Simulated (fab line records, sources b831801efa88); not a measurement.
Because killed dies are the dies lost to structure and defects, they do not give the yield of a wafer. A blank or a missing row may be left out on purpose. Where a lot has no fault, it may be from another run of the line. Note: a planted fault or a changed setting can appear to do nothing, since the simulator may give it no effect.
One fault through the eyes of 2 desks    flow gf180mcu    numbers are kept per desk, each desk with only its own; the story behind them comes last

METROLOGY DESK
What the gauges read, lot by lot, whatever tool the lot ran on: means of the sampled wafers that have a number. A lot is out of limits, marked OUT, if its mean lies more than 4 standard deviations from the usual mean; the brackets give that distance.
Columns: A = TOP_METAL_ALCU_RS at GF_TOP_METAL_RS_MEAS_05, usual 0.0330 ohm/sq; B = TOP_METAL_ALCU_THK at GF_TOP_METAL_THK_MEAS_06, usual 892 nm; C = cdNm at GF_TOP_METAL_CD_MEAS_14, usual 439.4 nm; D = PASSIVATION_BOW at GF_PASSIVATION_BOW_MEAS_14, usual 138 um
lot   first seen here  A                 B               C      D
L605  day 27 14:31     0.0333            882             438.6  137
L608  day 28 08:02     0.0335            879             437.7  122
L613  day 30 00:20     0.0325            909             443.9  153
L614  day 30 09:34     0.0326            900             437.3  128
L619  day 31 12:02     0.0274 (-11) OUT  1182 (+21) OUT  440.7  124
L620  day 31 16:17     0.0336            877             438.6  139
L622  day 32 07:08     0.0273 (-11) OUT  1194 (+22) OUT  442.7  124
L626  day 33 03:07     0.0329            893             438.8  156
L627  day 33 07:41     0.0326            897             437.7  131
L628  day 33 12:14     0.0333            877             436.6  139
This desk's result: L619, L622 out of limits, first on L619 (TOP_METAL_ALCU_RS at GF_TOP_METAL_RS_MEAS_05), day 31 12:02. In limits: L605, L608, L613, L614, L620, L626, L627, L628.

FOR THE TOOL OWNER'S DESK: pvdSputter-03
The tool's own readings at GF_TOP_METAL_SPUTTER_02 (material AlCu, target thk 900 nm, time 47.82 s): means of the sampled wafers that have a number, for each lot that ran on this tool. A lot is out of limits, marked OUT, if its mean lies more than 4 standard deviations from the usual mean; the brackets give that distance.
Columns: A = throttleValvePct at GF_TOP_METAL_SPUTTER_02, usual 30.1 %
lot   first seen here  A
L605  day 27 14:24     29.5
L613  day 30 00:15     30.2
L619  day 31 11:57     29.1
L622  day 32 07:02     30.2
Finding of this desk: none of the 4 lots has anything out of limits.

ALL TOGETHER
Metrology desk: alarm possible at day 31 12:02 on L619, L622.
Nothing out of limits was seen by the tool owner's desk.
The tool owner's desk has L619, L622 on record, within its limits.
On pvdSputter-03, each named lot ran GF_TOP_METAL_SPUTTER_02.

WHAT WAS PUT IN BY THE SIMULATOR
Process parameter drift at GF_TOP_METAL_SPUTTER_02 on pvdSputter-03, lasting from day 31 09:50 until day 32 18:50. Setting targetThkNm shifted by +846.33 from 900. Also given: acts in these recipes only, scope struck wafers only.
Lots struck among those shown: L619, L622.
Per desk, hours elapsed from the start of the fault to the first reading out of limits: for the metrology desk, 2.
